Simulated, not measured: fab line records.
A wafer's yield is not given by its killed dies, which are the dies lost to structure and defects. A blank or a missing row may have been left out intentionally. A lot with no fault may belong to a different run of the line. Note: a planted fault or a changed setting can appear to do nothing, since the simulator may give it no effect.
Matching of chambers || flow gf180mcu || GF_V3_ETCH_16 on rie diel-02 has 4 sister chambers
The step etches BARC in N2/H2. 8 wafers are shown with their chamber, then 9 later ones without.

EACH WAFER AND ITS CHAMBER
{"wafer": "L079.6", "chamber": 2, "drypump motor current A (A)": 6.4, "oes product au (a.u.)": 0.850}
{"wafer": "L083.4", "chamber": 3, "drypump motor current A (A)": 6.3, "oes product au (a.u.)": 0.858}
{"wafer": "L084.1", "chamber": 1, "drypump motor current A (A)": 5.5, "oes product au (a.u.)": 0.848}
{"wafer": "L084.4", "chamber": 3, "drypump motor current A (A)": 6.4, "oes product au (a.u.)": 0.849}
{"wafer": "L084.5", "chamber": 0, "drypump motor current A (A)": 6.4, "oes product au (a.u.)": 0.853}
{"wafer": "L092.3", "chamber": 0, "drypump motor current A (A)": 6.3, "oes product au (a.u.)": 0.856}
{"wafer": "L092.5", "chamber": 2, "drypump motor current A (A)": 6.5, "oes product au (a.u.)": 0.849}
{"wafer": "L092.6", "chamber": 1, "drypump motor current A (A)": 5.5, "oes product au (a.u.)": 0.853}

WAFERS WITHOUT THEIR CHAMBER
{"wafer": "L095.1", "drypump motor current A (A)": 5.5, "oes product au (a.u.)": 0.856}
{"wafer": "L095.3", "drypump motor current A (A)": 6.4, "oes product au (a.u.)": 0.847}
{"wafer": "L095.5", "drypump motor current A (A)": 6.4, "oes product au (a.u.)": 0.861}
{"wafer": "L096.1", "drypump motor current A (A)": 6.4, "oes product au (a.u.)": 0.855}
{"wafer": "L096.3", "drypump motor current A (A)": 5.5, "oes product au (a.u.)": 0.860}
{"wafer": "L096.5", "drypump motor current A (A)": 6.4, "oes product au (a.u.)": 0.853}
{"wafer": "L097.2", "drypump motor current A (A)": 5.5, "oes product au (a.u.)": 0.859}
{"wafer": "L097.3", "drypump motor current A (A)": 6.4, "oes product au (a.u.)": 0.850}
{"wafer": "L097.5", "drypump motor current A (A)": 5.5, "oes product au (a.u.)": 0.861}

WHICH CHAMBER EACH WENT THROUGH
{"wafer": "L095.1", "from the rows above": 1, "in truth": 1}
{"wafer": "L095.3", "from the rows above": "can't be placed: 2 or 3 or 0", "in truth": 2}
{"wafer": "L095.5", "from the rows above": "can't be placed: 0 or 3 or 2", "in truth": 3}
{"wafer": "L096.1", "from the rows above": "can't be placed: 0 or 3 or 2", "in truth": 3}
{"wafer": "L096.3", "from the rows above": 1, "in truth": 1}
{"wafer": "L096.5", "from the rows above": "can't be placed: 3 or 0 or 2", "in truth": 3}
{"wafer": "L097.2", "from the rows above": 1, "in truth": 1}
{"wafer": "L097.3", "from the rows above": "can't be placed: 2 or 3 or 0", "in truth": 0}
{"wafer": "L097.5", "from the rows above": 1, "in truth": 1}
4 of 9 placed correctly. Can't be placed from these rows: 5 (the true chamber is among the candidates in 5). 0 placed wrongly.
How it was worked out, from the rows above alone: a wafer's distance from a chamber is the root of the sum, over the readings, of the square of ((its reading less the chamber's mean) divided by the reading's scatter). The wafer belongs to the nearest chamber; if the next one is less than 2 further off, it can't be placed. For every chamber, the mean is computed from those of its wafers that are shown. The scatter is the square root of a quotient: the sum, over the shown wafers, of each reading's squared deviation from its chamber's mean, divided by wafers minus chambers.
